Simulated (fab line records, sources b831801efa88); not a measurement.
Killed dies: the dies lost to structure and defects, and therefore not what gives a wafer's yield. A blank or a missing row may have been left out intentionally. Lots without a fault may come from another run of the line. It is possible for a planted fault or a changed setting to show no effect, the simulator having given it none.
Tool commonality check / flow sky130 / 45 wafers sampled across 12 lots

REASON IT WAS OPENED
At SKY_SD_N_OVL_MEAS_08 the reading SD_N_OVL is flagged on 3 of 12 lots. No-fault wafers: 0.4 nm, standard deviation 1.3.
Rule: flag the lot when none of its wafers has a number, or when each of its wafers that has one lies beyond 4 standard deviations from that mean. The rest of the lots are taken to be sound.

lot=L378; measured=day 28 00:46; on=overlay-02; SD_N_OVL (nm), wafer by wafer=1.2 1.3 1.4; flag=
lot=L379; measured=day 28 13:56; on=overlay-01; SD_N_OVL (nm), wafer by wafer=2.4 0.4 2.2; flag=
lot=L381; measured=day 29 08:33; on=overlay-02; SD_N_OVL (nm), wafer by wafer=-1.0 -1.7 0.3; flag=
lot=L382; measured=day 29 15:34; on=overlay-02; SD_N_OVL (nm), wafer by wafer=-0.7 -0.9 0.6; flag=
lot=L383; measured=day 30 00:58; on=overlay-02; SD_N_OVL (nm), wafer by wafer=0.4 0.8 -0.5; flag=
lot=L386; measured=day 30 23:58; on=overlay-01; SD_N_OVL (nm), wafer by wafer=-1.4 0.3 0.5; flag=
lot=L387; measured=day 31 09:14; on=overlay-02; SD_N_OVL (nm), wafer by wafer=-82.9 -81.7 -82.5 -83.5 -82.4 -83.7; flag=FLAGGED
lot=L388; measured=day 31 17:08; on=overlay-02; SD_N_OVL (nm), wafer by wafer=-2.0 -1.7 -2.7; flag=
lot=L389; measured=day 32 15:58; on=overlay-02; SD_N_OVL (nm), wafer by wafer=-80.1 -80.2 -81.1 -80.8 -81.2 -82.0; flag=FLAGGED
lot=L393; measured=day 34 08:47; on=overlay-02; SD_N_OVL (nm), wafer by wafer=-80.6 -80.1 -80.3 -81.6 -81.7 -80.7; flag=FLAGGED
lot=L396; measured=day 34 11:56; on=overlay-02; SD_N_OVL (nm), wafer by wafer=1.3 0.7 0.7; flag=
lot=L398; measured=day 34 23:58; on=overlay-02; SD_N_OVL (nm), wafer by wafer=-0.4 -1.7 -1.4; flag=
On average the flagged lots' numbers are -81.5 nm, which is -81.9 nm against the usual, or -63 standard deviations.

EACH LOT AND THE TOOL IT RAN ON
Before the reading, the record contains 2 process steps out of a 708-step route. Read each cell as the tool, then ch plus the chambers that the sampled wafers visited, then the start.
lot=L378; flag=; SKY_POLY_CUT_ETCH_11=rieDiel-01 ch 0,1,2, day 24 08:18; SKY_SD_N_EXPOSE_04=ilineStepper-01 ch 0, day 27 10:56
lot=L379; flag=; SKY_POLY_CUT_ETCH_11=rieDiel-01 ch 2,3, day 24 22:15; SKY_SD_N_EXPOSE_04=ilineStepper-01 ch 0, day 28 00:08
lot=L381; flag=; SKY_POLY_CUT_ETCH_11=rieDiel-03 ch 0,2,3, day 25 17:15; SKY_SD_N_EXPOSE_04=ilineStepper-02 ch 0, day 28 18:20
lot=L382; flag=; SKY_POLY_CUT_ETCH_11=rieDiel-03 ch 0,2, day 26 01:47; SKY_SD_N_EXPOSE_04=ilineStepper-02 ch 0, day 29 01:53
lot=L383; flag=; SKY_POLY_CUT_ETCH_11=rieDiel-02 ch 0,2, day 26 09:54; SKY_SD_N_EXPOSE_04=ilineStepper-01 ch 0, day 29 10:42
lot=L386; flag=; SKY_POLY_CUT_ETCH_11=rieDiel-02 ch 0,1,3, day 27 11:42; SKY_SD_N_EXPOSE_04=ilineStepper-02 ch 0, day 30 10:47
lot=L387; flag=FLAGGED; SKY_POLY_CUT_ETCH_11=rieDiel-03 ch 1,3, day 27 22:33; SKY_SD_N_EXPOSE_04=ilineStepper-02 ch 0, day 30 19:22
lot=L388; flag=; SKY_POLY_CUT_ETCH_11=rieDiel-01 ch 0,1, day 28 05:17; SKY_SD_N_EXPOSE_04=ilineStepper-01 ch 0, day 31 03:17
lot=L389; flag=FLAGGED; SKY_POLY_CUT_ETCH_11=rieDiel-03 ch 1,2,3, day 29 04:57; SKY_SD_N_EXPOSE_04=ilineStepper-02 ch 0, day 32 02:21
lot=L393; flag=FLAGGED; SKY_POLY_CUT_ETCH_11=rieDiel-03 ch 0,2,3, day 31 01:06; SKY_SD_N_EXPOSE_04=ilineStepper-02 ch 0, day 33 20:14
lot=L396; flag=; SKY_POLY_CUT_ETCH_11=rieDiel-02 ch 0,2,3, day 31 04:48; SKY_SD_N_EXPOSE_04=ilineStepper-01 ch 0, day 33 23:35
lot=L398; flag=; SKY_POLY_CUT_ETCH_11=rieDiel-02 ch 0,2, day 31 16:21; SKY_SD_N_EXPOSE_04=ilineStepper-01 ch 0, day 34 10:30
These steps, and what they do:
- SKY_POLY_CUT_ETCH_11: etches Si3N4 in CF4/CH2F2/Ar, stops on poly-Si, time 42.5 s, target depth 60 nm.
- SKY_SD_N_EXPOSE_04: exposes mask NSDM, target cd 380 nm.
- SKY_SD_N_OVL_MEAS_08

FLAGGED OVER TOTAL, TOOL BY TOOL (the gauges that took the reading come last)
step=SKY_POLY_CUT_ETCH_11; tool=rieDiel-01; lots run=3; flagged=0; share of the flagged lots=none; sound lots run after its first flagged lot=-
step=SKY_POLY_CUT_ETCH_11; tool=rieDiel-02; lots run=4; flagged=0; share of the flagged lots=none; sound lots run after its first flagged lot=-
step=SKY_POLY_CUT_ETCH_11; tool=rieDiel-03; lots run=5; flagged=3; share of the flagged lots=all; sound lots run after its first flagged lot=0
step=SKY_SD_N_EXPOSE_04; tool=ilineStepper-01; lots run=6; flagged=0; share of the flagged lots=none; sound lots run after its first flagged lot=-
step=SKY_SD_N_EXPOSE_04; tool=ilineStepper-02; lots run=6; flagged=3; share of the flagged lots=all; sound lots run after its first flagged lot=0
step=SKY_SD_N_OVL_MEAS_08; tool=overlay-01; lots run=2; flagged=0; share of the flagged lots=none; sound lots run after its first flagged lot=-
step=SKY_SD_N_OVL_MEAS_08; tool=overlay-02; lots run=10; flagged=3; share of the flagged lots=all; sound lots run after its first flagged lot=3 (L388,L396,L398)

WHAT THE TABLE ALLOWS
Rows of the table that ran every flagged lot, 3 in all: rieDiel-03 at SKY_POLY_CUT_ETCH_11, ilineStepper-02 at SKY_SD_N_EXPOSE_04, overlay-02 at SKY_SD_N_OVL_MEAS_08.
- rieDiel-03 at SKY_POLY_CUT_ETCH_11: 3 of its 5 lots flagged. Its last sound lot is L382 (day 26 01:47), its first flagged lot L387 (day 27 22:33): a fault that began between those two fits.
- ilineStepper-02 at SKY_SD_N_EXPOSE_04: 3 of its 6 lots flagged. Its last sound lot is L386 (day 30 10:47), its first flagged lot L387 (day 30 19:22): a fault that began between those two fits.
- overlay-02 at SKY_SD_N_OVL_MEAS_08: 3 of its 10 lots flagged. Sound lots followed the first flagged one (L388, L396, L398) on it, something a lasting fault affecting the whole tool could not allow.
These 2 tools cannot be told apart by counting lots, since each of them fits a fault that started at some hour. More lots, or a look at what each step does to the wafer, might.

WHAT THE SIMULATOR HAD PUT IN
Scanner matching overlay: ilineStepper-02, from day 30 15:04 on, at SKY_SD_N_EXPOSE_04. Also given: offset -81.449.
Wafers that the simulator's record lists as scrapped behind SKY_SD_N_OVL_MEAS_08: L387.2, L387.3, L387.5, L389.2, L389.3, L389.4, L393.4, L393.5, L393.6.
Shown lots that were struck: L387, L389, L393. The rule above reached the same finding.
